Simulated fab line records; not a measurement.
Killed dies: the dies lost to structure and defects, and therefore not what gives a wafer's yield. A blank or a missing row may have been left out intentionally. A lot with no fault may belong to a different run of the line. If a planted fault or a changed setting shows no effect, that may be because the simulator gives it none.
Struck lot and sound lot, side by side	flow sky130	16 steps out of a route of 708
Sound: wafers L982.2, L982.4, L982.6. Struck: wafers L988.3, L988.5, L988.6. Last of all comes the cause.
Each step with rows lists, per side, the tool, then ch with its chambers, then its first start. Under that, the readings that differ: sound wafers	struck wafers	difference of the means	sigmas: that difference in standard deviations of wafers without a fault.
alike: same words and numbers on both sides, and readings whose means sit less than 2 such deviations apart. not compared: any withheld reading, any reading some wafer has no value for, any bound like >300 that may hide the same value, and any number with overlapping values for which the record gives no deviation.
Wherever a step has rows on one side only, a row that says differs or no value, or a row with sigmas, the two part there. Non-overlapping numbers with no deviation appear without sigmas and do not part them. A reading missing from all wafers of one side parts the sides only when that side holds two or more wafers.

first, 1 step without rows for these wafers: SKY_VT_ADJUST_LVTN_IMPLANT_19.
SKY_VT_ADJUST_LVTN_STRIP_20: strips in O2/N2.
  sound on plasmaAsher-02 ch 0,1, day 9 08:25; struck on plasmaAsher-04 ch 0,1, day 10 16:47
  alike: drypumpMotorCurrentA, o2FlowSccm, oesProductAu, stripTimeToEndpointS
  not compared: rfHoursCounterH
SKY_VT_ADJUST_LVTN_TW_MEAS_21:
  sound on filmMetro-02, day 9 08:32; struck on filmMetro-03, day 10 16:53
  alike: VT_ADJUST_LVTN_2_TW
then, 7 steps without rows for these wafers: SKY_VT_ADJUST_NCORE_DEHYDRATE_00 (time 60 s); SKY_VT_ADJUST_NCORE_HMDS_01 (prime time 60 s); SKY_VT_ADJUST_NCORE_COAT_02 (resist thk 1140 nm); SKY_VT_ADJUST_NCORE_SOFTBAKE_03 (time 60 s); SKY_VT_ADJUST_NCORE_EXPOSE_04 (exposes mask LVTN COMPLEMENT THIN, target cd 380 nm); SKY_VT_ADJUST_NCORE_PEB_05; SKY_VT_ADJUST_NCORE_DEVELOP_06 (develop time 60 s).
SKY_VT_ADJUST_NCORE_CD_MEAS_07: the cd target is 380 nm.
  sound on cdSem-02, day 10 05:48; struck on cdSem-02, day 11 14:31
  alike: cdNm
SKY_VT_ADJUST_NCORE_OVL_MEAS_08:
  sound on overlay-01, day 10 05:55; struck on overlay-01, day 11 14:37
  alike: VT_ADJUST_NCORE_OVL
SKY_VT_ADJUST_NCORE_IMPLANT_09:
  sound on implanter-03 ch 0, day 10 05:58; struck on implanter-03 ch 0, day 11 14:41
reading	sound	struck	difference	sigmas
doseIonsCm2	2.4021e+12 2.4029e+12 2.3971e+12	1.1827e+12 1.184e+12 1.1811e+12	-1.2181e+12	-99 or more
faradayCurrentUA	13.82 13.12 12.97	6.52 6.65 6.80	-6.65	-27
SKY_VT_ADJUST_NCORE_STRIP_10: strips in O2/N2.
  sound on plasmaAsher-03 ch 0,1, day 10 06:05; struck on plasmaAsher-02 ch 0,1, day 11 14:49
  alike: drypumpMotorCurrentA, o2FlowSccm, oesProductAu, stripTimeToEndpointS
  not compared: rfHoursCounterH
SKY_VT_ADJUST_NCORE_TW_MEAS_11:
  sound on filmMetro-01, day 10 06:12; struck on filmMetro-03, day 11 15:15
reading	sound	struck	difference	sigmas
VT_ADJUST_NCORE_TW	220.7 221.6 221.5	176.5 177.9 178.0	-43.8	-19
  not compared: hold
-- a jump in the record: the struck wafers' starts before and after are 37 days apart (it breaks off in module VT_ADJUST_NCORE and resumes in module PAD_OPEN, where the first step shown is number 708 of the route) --
SKY_PAD_OPEN_PROBE_99:
  sound on prober-02, day 47 06:04; struck on prober-01, day 48 10:32
reading	sound	struck	difference	sigmas
hold	- - -	awaitDispo/3.2h/release awaitDispo/3.2h/release awaitDispo/3.2h/release	no value on the sound wafers	
  alike: killed_at_M0_to_M3, killed_at_M4_up, killedAtContacts, killedAtFrontEnd, killedAtOther, killedDies, killedOpen, killedShort

== WHERE THEY PART ==
Last at SKY_PAD_OPEN_PROBE_99 as far as this record goes, first at SKY_VT_ADJUST_NCORE_IMPLANT_09.

WHY: the cause the simulator had injected
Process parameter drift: implanter-03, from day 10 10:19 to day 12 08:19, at SKY_VT_ADJUST_NCORE_IMPLANT_09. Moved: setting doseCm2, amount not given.
